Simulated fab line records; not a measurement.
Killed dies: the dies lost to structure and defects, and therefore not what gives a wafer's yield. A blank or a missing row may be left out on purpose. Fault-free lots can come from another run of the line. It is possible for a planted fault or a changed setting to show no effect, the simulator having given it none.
fab line records	flow gf180mcu
[record] lots = 14	wafers = 40	last-day = 34
route steps=602 shown HV_LDD@228 SAB@265 SALICIDE@286
lots that met no fault: from a run of the same line without faults
start-h: hours from the record's opening day to when the first of the lot's shown wafers began	wait-h: hours since the lot's step before	" same as the row above	L1.1+2: several wafers, shown together as one row	- value missing, or start not given	* or withheld: withheld	< > ~ a bound
route shown NAME@n: a module of which the file shows steps, and the number in the route of the first	usual: mean/standard deviation taken from wafers without a fault	same: alike in all rows	chamber/n: place in a boat	sites: each site's reading	_std_site: their standard deviation	_edge_site: inner sites' mean taken away from outer sites' mean	radius-mm: for every site, how far away it sits from the centre of the wafer	mask NAME#n: copy n	behind: tool/chamber where the wafer was last shaped	hold: cause of the lot's hold/its duration in hours/its outcome	device: names the non-switching transistor (n, p or np)	end of line: the route-end tests of the same wafers	step lacking rows: just its recipe	killed: dies lost to structure and defects at the first sort, not the wafer's yield	map: dies across one wafer; x = killed, . = not, _ = none there
set.NAME: the setting that was run; set.NAME@STEP: the one run at that earlier step	model.NAME: the simulator's own value behind a step, which no gauge read
steps of the route over a sample of lots; a table a step, a row a wafer
services: a tool's chamber out of use, with start hour (start-h, from the record's first day; less than 0 if before it), hours out, and reason
[[steps]]
[step GF_HV_LDD_RTA_52]
[recipe] temp-c = 1000	time-s = 10	ambient = N2
[usual] lamp-power-pct = 36.1/2.9	wafer_temp_C_max = 1005.6/0.99
lot.wafer	tool	chamber	start-h	wait-h	lamp-power-pct	wafer_temp_C_max
L304.2	rtp-anneal-01	0	270.71	0.0	38.8	1006.3
L304.3	"	0	"	"	38.7	1006.6
L304.5	"	0	"	"	38.7	1005.1
L305.1	rtp-anneal-01	0	277.45	0.0	38.7	1005.6
L305.2	"	0	"	"	38.8	1005.5
L305.3	"	0	"	"	38.8	1004.0
L306.1	rtp-anneal-02	0	288.35	0.0	32.9	1006.0
L306.3	"	0	"	"	32.9	1005.2
L306.4	"	0	"	"	32.9	1005.9
L307.3	rtp-anneal-01	0	296.47	0.0	38.8	1005.2
L307.5	"	0	"	"	38.7	1005.6
L307.6	"	0	"	"	38.8	1005.3
L308.1	rtp-anneal-01	0	306.83	0.0	38.7	1006.5
L308.2	"	0	"	"	38.8	1004.9
L308.3	"	0	"	"	38.8	1007.1
L310.4	rtp-anneal-01	0	313.32	0.0	38.7	1006.1
L310.5	"	0	"	"	38.7	1005.5
L310.6	"	0	"	"	38.7	1005.4
L311.1	rtp-anneal-02	0	320.45	0.0	32.9	1005.9
L311.2	"	0	"	"	32.9	1006.9
L311.4	"	0	"	"	32.9	1005.1
L313.3	rtp-anneal-02	0	339.42	0.0	32.9	1004.6
L313.4	"	0	"	"	32.9	1004.0
L313.5	"	0	"	"	32.9	1004.3
L320.5	rtp-anneal-01	0	414.78	0.0	38.7	1004.8
L320.6	"	0	"	"	38.8	1006.3
L321.3	rtp-anneal-01	0	434.95	0.0	38.7	1004.7
L321.4	"	0	"	"	38.7	1006.6
L324.2	rtp-anneal-02	0	459.12	0.0	32.9	1004.3
L324.3	"	0	"	"	33.0	1004.6
L324.4	"	0	"	"	32.9	1005.2
L326.1	rtp-anneal-01	0	468.50	0.0	38.7	1005.3
L326.3	"	0	"	"	38.8	1008.4
L326.6	"	0	"	"	38.8	1008.2
L327.1	rtp-anneal-02	0	469.69	0.0	32.9	1005.9
L327.4	"	0	"	"	32.9	1006.1
L327.6	"	0	"	"	32.9	1007.4
L325.2	rtp-anneal-01	0	470.00	0.0	38.8	1005.0
L325.3	"	0	"	"	38.7	1005.2
L325.5	"	0	"	"	38.7	1006.2
[step GF_SAB_THK_MEAS_01]
[recipe] reads = SiO2_of_SAB_CVD_00
[usual] SAB_CVD_00_THK = 50.1/0.69
lot.wafer	tool	chamber	start-h	wait-h	SAB_CVD_00_THK[nm]
L304.2	film-metro-01	-	316.29	0.0	49.8
L304.3	"	-	"	"	49.4
L304.5	"	-	"	"	50.8
L305.1	film-metro-01	-	322.74	0.0	49.8
L305.2	"	-	"	"	49.6
L305.3	"	-	"	"	49.7
L306.1	film-metro-02	-	333.28	0.0	50.5
L306.3	"	-	"	"	50.7
L306.4	"	-	"	"	51.3
L307.3	film-metro-01	-	340.69	0.0	49.7
L307.5	"	-	"	"	50.8
L307.6	"	-	"	"	49.9
L308.1	film-metro-03	-	353.35	0.0	49.6
L308.2	"	-	"	"	49.5
L308.3	"	-	"	"	49.2
L310.4	film-metro-03	-	357.91	0.0	50.1
L310.5	"	-	"	"	50.4
L310.6	"	-	"	"	50.2
L311.1	film-metro-03	-	366.39	0.0	50.3
L311.2	"	-	"	"	49.3
L311.4	"	-	"	"	50.5
L313.3	film-metro-03	-	386.93	0.0	48.8
L313.4	"	-	"	"	49.7
L313.5	"	-	"	"	49.7
L320.5	film-metro-03	-	465.56	0.0	50.6
L320.6	"	-	"	"	51.1
L321.3	film-metro-03	-	486.05	0.0	49.8
L321.4	"	-	"	"	50.5
L324.2	film-metro-03	-	510.75	0.0	50.2
L324.3	"	-	"	"	49.7
L324.4	"	-	"	"	50.7
L326.1	film-metro-01	-	519.19	0.0	50.4
L326.3	"	-	"	"	50.5
L326.6	"	-	"	"	50.4
L327.1	film-metro-01	-	520.35	0.0	50.7
L327.4	"	-	"	"	50.6
L327.6	"	-	"	"	51.3
L325.2	film-metro-01	-	521.59	0.0	51.0
L325.3	"	-	"	"	51.0
L325.5	"	-	"	"	50.8
[step GF_SAB_COAT_04]
[recipe] resist = NOVOLAK	spin-rpm = 3000	resist-thk-nm = 1000
[usual] spin-speed-rpm = 2999.6/2.1
lot.wafer	tool	chamber	start-h	wait-h	spin-speed-rpm
L304.2	litho-track-01	0	325.71	0.1	2999.3
L304.3	"	0	"	"	2999.8
L304.5	"	0	"	"	3003.6
L305.1	litho-track-01	0	332.59	0.1	2996.5
L305.2	"	0	"	"	2995.7
L305.3	"	0	"	"	2996.4
L306.1	litho-track-04	0	343.42	0.1	2998.6
L306.3	"	0	"	"	2996.7
L306.4	"	0	"	"	2998.3
L307.3	litho-track-04	0	350.77	0.1	2994.7
L307.5	"	0	"	"	2996.0
L307.6	"	0	"	"	3000.8
L308.1	litho-track-03	0	363.42	0.1	2999.6
L308.2	"	0	"	"	2997.4
L308.3	"	0	"	"	3001.4
L310.4	litho-track-03	0	368.64	0.1	3001.7
L310.5	"	0	"	"	3000.9
L310.6	"	0	"	"	2999.1
L311.1	litho-track-01	0	376.98	0.1	2998.6
L311.2	"	0	"	"	2998.6
L311.4	"	0	"	"	3002.5
L313.3	litho-track-01	0	397.78	0.1	2999.3
L313.4	"	0	"	"	2997.1
L313.5	"	0	"	"	2997.0
L320.5	litho-track-03	0	476.92	0.1	2998.8
L320.6	"	0	"	"	2999.4
L321.3	litho-track-03	0	497.22	0.1	3001.7
L321.4	"	0	"	"	2998.8
L324.2	litho-track-04	0	521.14	0.1	2998.5
L324.3	"	0	"	"	2999.9
L324.4	"	0	"	"	2996.8
L326.1	litho-track-04	0	530.16	0.1	2995.8
L326.3	"	0	"	"	3002.0
L326.6	"	0	"	"	2997.5
L327.1	litho-track-04	0	531.11	0.1	3002.8
L327.4	"	0	"	"	2998.1
L327.6	"	0	"	"	2998.6
L325.2	litho-track-01	0	532.31	0.1	3000.5
L325.3	"	0	"	"	3000.1
L325.5	"	0	"	"	3004.3
[step GF_SAB_STRIP_13]
[recipe] chemistry = O2/N2	power-w = 1400	pressure-mtorr = 1500	platen-temp-c = 250	o2-flow-sccm = 3000	n2-flow-sccm = 300	overash-fraction = 0.5
[usual] drypump-motor-current-A = 5.7/0.65	heater-power-w = 354/28	oes-product-au = 0.711/0.0047	strip-time-to-endpoint-s = 12.59/0.031
lot.wafer	tool	chamber	start-h	wait-h	drypump-motor-current-A	heater-power-w	oes-product-au	rf-hours-counter-h	strip-time-to-endpoint-s
L304.2	plasma-asher-04	0	337.08	0.0	6.3	336	0.710	65	12.63
L304.3	"	1	"	"	4.8	402	0.713	-	12.61
L304.5	"	0	"	"	6.3	328	0.711	-	12.62
L305.1	plasma-asher-03	1	343.23	0.0	5.2	319	0.710	57	12.61
L305.2	"	0	"	"	5.5	361	0.709	57	12.67
L305.3	"	0	"	"	5.5	363	0.717	-	12.63
L306.1	plasma-asher-01	0	353.73	0.0	6.5	338	0.709	70	12.59
L306.3	"	1	"	"	6.3	367	0.711	-	12.59
L306.4	"	0	"	"	6.5	340	0.710	-	12.59
L307.3	plasma-asher-04	0	362.21	0.0	6.3	333	0.714	-	12.56
L307.5	"	0	"	"	6.3	335	0.720	-	12.55
L307.6	"	1	"	"	4.8	403	0.707	-	12.55
L308.1	plasma-asher-03	1	374.42	0.0	5.2	308	0.709	60	12.57
L308.2	"	0	"	"	5.6	367	0.709	60	12.58
L308.3	"	0	"	"	5.5	368	0.715	-	12.57
L310.4	plasma-asher-01	0	380.18	0.0	6.5	338	0.703	-	12.62
L310.5	"	0	"	"	6.5	346	0.704	-	12.64
L310.6	"	1	"	"	6.3	366	0.708	-	12.61
L311.1	plasma-asher-04	1	388.78	0.0	4.8	403	0.716	71	12.56
L311.2	"	0	"	"	6.3	331	0.708	71	12.61
L311.4	"	0	"	"	6.3	332	0.710	-	12.56
L313.3	plasma-asher-04	1	410.06	0.0	4.8	393	0.708	-	12.59
L313.4	"	0	"	"	6.3	335	0.701	-	12.58
L313.5	"	0	"	"	6.3	332	0.712	-	12.58
L320.5	plasma-asher-01	0	489.84	0.1	6.5	343	0.709	-	12.78
L320.6	"	1	"	"	6.3	360	0.711	-	12.58
L321.3	plasma-asher-04	0	509.72	0.0	6.3	326	0.711	-	12.55
L321.4	"	1	"	"	4.8	382	0.713	-	12.83
L324.2	plasma-asher-04	0	532.32	0.0	6.3	335	0.712	10	12.56
L324.3	"	0	"	"	6.3	329	0.714	-	12.60
L324.4	"	1	"	"	4.8	388	0.711	-	12.57
L326.1	plasma-asher-03	1	541.84	0.0	5.2	315	0.709	77	12.63
L326.3	"	0	"	"	5.5	365	0.709	-	12.62
L326.6	"	1	"	"	5.2	312	0.709	-	12.60
L327.1	plasma-asher-01	0	543.04	0.0	6.5	333	0.710	89	12.59
L327.4	"	0	"	"	6.5	348	0.714	-	12.59
L327.6	"	1	"	"	6.3	365	0.709	-	12.55
L325.2	plasma-asher-04	1	544.27	0.0	4.8	394	0.717	11	12.65
L325.3	"	1	"	"	4.8	385	0.721	-	12.60
L325.5	"	0	"	"	6.3	327	0.713	-	12.63
[step GF_SALICIDE_RTA_08]
[recipe] temp-c = 800	time-s = 30	ambient = N2
[usual] lamp-power-pct = 19.4/1.4	wafer_temp_C_max = 804.6/0.96
lot.wafer	tool	chamber	start-h	wait-h	lamp-power-pct	wafer_temp_C_max
L304.2	rtp-anneal-01	0	337.70	0.0	20.2	804.2
L304.3	"	0	"	"	20.3	805.4
L304.5	"	0	"	"	20.3	804.3
L305.1	rtp-anneal-01	0	343.84	0.0	20.2	805.2
L305.2	"	0	"	"	20.3	803.9
L305.3	"	0	"	"	20.3	804.8
L306.1	rtp-anneal-01	0	354.34	0.0	20.3	804.5
L306.3	"	0	"	"	20.3	805.4
L306.4	"	0	"	"	20.3	805.6
L307.3	rtp-anneal-02	0	362.84	0.0	17.2	804.3
L307.5	"	0	"	"	17.2	803.8
L307.6	"	0	"	"	17.2	806.1
L308.1	rtp-anneal-01	0	375.04	0.0	20.3	804.3
L308.2	"	0	"	"	20.3	804.6
L308.3	"	0	"	"	20.3	804.5
L310.4	rtp-anneal-01	0	380.81	0.1	20.2	805.8
L310.5	"	0	"	"	20.3	804.8
L310.6	"	0	"	"	20.3	803.8
L311.1	rtp-anneal-01	0	389.39	0.0	20.3	803.3
L311.2	"	0	"	"	20.3	804.4
L311.4	"	0	"	"	20.2	804.7
L313.3	rtp-anneal-01	0	410.67	0.0	20.2	804.8
L313.4	"	0	"	"	20.2	804.1
L313.5	"	0	"	"	20.2	803.3
L320.5	rtp-anneal-02	0	490.52	0.1	17.2	803.2
L320.6	"	0	"	"	17.2	804.1
L321.3	rtp-anneal-02	0	510.34	0.0	17.2	803.6
L321.4	"	0	"	"	17.2	804.4
L324.2	rtp-anneal-01	0	532.96	0.0	20.3	803.5
L324.3	"	0	"	"	20.3	803.4
L324.4	"	0	"	"	20.2	804.0
L326.1	rtp-anneal-01	0	542.46	0.0	20.2	805.4
L326.3	"	0	"	"	20.3	807.2
L326.6	"	0	"	"	20.3	804.2
L327.1	rtp-anneal-01	0	543.65	0.0	20.2	803.8
L327.4	"	0	"	"	20.2	804.8
L327.6	"	0	"	"	20.3	803.7
L325.2	rtp-anneal-02	0	544.90	0.0	17.2	804.2
L325.3	"	0	"	"	17.2	803.5
L325.5	"	0	"	"	17.2	804.6
[[services]]
tool	chamber	start-h	hours	kind
plasma-asher-03	-	281.20	7.0	repair
plasma-asher-04	-	298.60	0.3	repair
plasma-asher-01	-	365.15	2.8	pm
plasma-asher-03	-	375.55	15.6	pm
plasma-asher-04	-	421.34	9.0	pm
plasma-asher-04	0	421.34	9.0	vent-cycle
plasma-asher-04	1	421.34	9.0	vent-cycle
plasma-asher-04	0	430.34	-	clean
plasma-asher-04	1	430.34	-	clean
litho-track-04	-	467.41	-	consumable-replace:filter
[[key]]
[first-sign] step = GF_SAB_STRIP_13	reading = strip-time-to-endpoint-s	direction = up	sigmas = 6.9	usual = *	struck = *
effect none on later readings
met-at GF_SAB_COAT_04
struck-lots L320,L321
struck-wafers L320.5,L321.4
tester-left-out L320,L321
not-acting-at GF_HV_LDD_RTA_52,GF_SAB_THK_MEAS_01,GF_SALICIDE_RTA_08
onset-between 368.64 476.92
[fault] kind = process-parameter-drift	tool = litho-track-03	chamber = -	onset-h = 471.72	steps = GF_SAB_COAT_04	channel = resist-thk-nm	offset = *	shape = step	end-h = 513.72	scope = struck-wafers-only	acts-in = *	stated = *
// tester-left-out: of these lots the tester's yield and bins aren't shown, on N5 and GAA mostly nor the transistor test; their killed dies are dies lost to structure and defects alone, not to doping, threshold or leakage, so they don't give the yield
